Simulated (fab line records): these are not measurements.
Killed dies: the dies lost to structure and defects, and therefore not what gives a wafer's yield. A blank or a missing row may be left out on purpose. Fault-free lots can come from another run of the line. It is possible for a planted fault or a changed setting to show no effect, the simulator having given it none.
Matching of chambers + flow sky130 + 4 sister chambers for SKY_VIA3_ETCH_14 on rie_diel-01
The step etches BARC in N2/H2, stops on SiO2, time 45.9 s, target depth 60 nm. 20 wafers are shown with their chamber, then 10 later ones without.

## WAFERS WITH THEIR CHAMBER
| wafer  | chamber | drypump_motor_current_A (A) | oes_product_au (a.u.) | h2_flow_sccm (sccm) |
|--------|---------|-----------------------------|-----------------------|---------------------|
| L074.1 | 0       | 5.7                         | 0.852                 | 199.8               |
| L074.2 | 3       | 5.8                         | 0.847                 | 200.3               |
| L074.3 | 1       | 5.7                         | 0.854                 | 198.7               |
| L075.1 | 3       | 5.8                         | 0.857                 | 200.4               |
| L075.4 | 3       | 5.8                         | 0.851                 | 199.8               |
| L075.5 | 1       | 5.7                         | 0.858                 | 199.9               |
| L079.3 | 3       | 5.8                         | 0.858                 | 199.2               |
| L079.4 | 2       | 6.5                         | 0.856                 | 199.8               |
| L079.5 | 3       | 5.8                         | 0.852                 | 199.4               |
| L080.2 | 1       | 5.7                         | 0.850                 | 200.3               |
| L080.3 | 2       | 6.6                         | 0.857                 | 201.6               |
| L080.6 | 3       | 5.8                         | 0.861                 | 199.3               |
| L084.2 | 3       | 5.8                         | 0.859                 | 200.6               |
| L084.4 | 2       | 6.6                         | 0.846                 | 199.4               |
| L084.6 | 2       | 6.6                         | 0.855                 | 199.3               |
| L088.1 | 3       | 5.8                         | 0.856                 | 200.8               |
| L088.4 | 0       | 5.7                         | 0.849                 | 200.6               |
| L088.5 | 1       | 5.7                         | 0.853                 | 199.1               |
| L091.1 | 2       | 6.5                         | 0.858                 | 200.4               |
| L091.3 | 0       | 5.7                         | 0.848                 | 200.0               |

SIGNATURES, as means of the wafers listed above
| reading                 | chamber 0 | chamber 1 | chamber 2 | chamber 3 | scatter within a chamber |
|-------------------------|-----------|-----------|-----------|-----------|--------------------------|
| drypump_motor_current_A | 5.700     | 5.700     | 6.560     | 5.800     | 0.0274                   |
| oes_product_au          | 0.84967   | 0.85375   | 0.85440   | 0.85513   | 0.00425                  |
| h2_flow_sccm            | 200.133   | 199.500   | 200.100   | 199.975   | 0.719                    |
Rule: for a wafer and a chamber, the distance is found by dividing, reading by reading, the gap between the wafer's reading and the chamber's mean by the reading's scatter, squaring, summing and taking the root. If the next closest chamber is less than 2 further off than the closest, the wafer can't be placed; otherwise it belongs to the closest. The scatter is the square root of a quotient: the sum, over the shown wafers, of each reading's squared deviation from its chamber's mean, divided by wafers minus chambers.

## WAFERS WITHOUT THEIR CHAMBER
| wafer  | drypump_motor_current_A (A) | oes_product_au (a.u.) | h2_flow_sccm (sccm) |
|--------|-----------------------------|-----------------------|---------------------|
| L091.4 | 5.7                         | 0.855                 | 199.8               |
| L094.1 | 5.8                         | 0.851                 | 201.4               |
| L094.3 | 5.7                         | 0.857                 | 200.2               |
| L094.6 | 5.7                         | 0.852                 | 200.1               |
| L095.1 | 6.5                         | 0.850                 | 199.2               |
| L095.4 | 5.7                         | 0.853                 | 200.3               |
| L095.5 | 5.6                         | 0.856                 | 199.7               |
| L097.3 | 5.7                         | 0.848                 | 201.0               |
| L097.4 | 5.8                         | 0.850                 | 199.5               |
| L097.5 | 5.8                         | 0.855                 | 200.2               |

## CHAMBER TAKEN BY EACH
| wafer  | from the rows above     | in truth |
|--------|-------------------------|----------|
| L091.4 | can't be placed: 1 or 0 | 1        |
| L094.1 | can't be placed: 3 or 0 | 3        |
| L094.3 | can't be placed: 1 or 0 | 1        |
| L094.6 | can't be placed: 0 or 1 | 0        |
| L095.1 | 2                       | 2        |
| L095.4 | can't be placed: 0 or 1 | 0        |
| L095.5 | can't be placed: 1 or 0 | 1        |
| L097.3 | can't be placed: 0 or 1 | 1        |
| L097.4 | 3                       | 3        |
| L097.5 | 3                       | 3        |
Correctly placed: 3 of 10. From these rows, 7 cannot be placed; in 7 the true chamber is one of the candidates. Wrongly placed: 0.
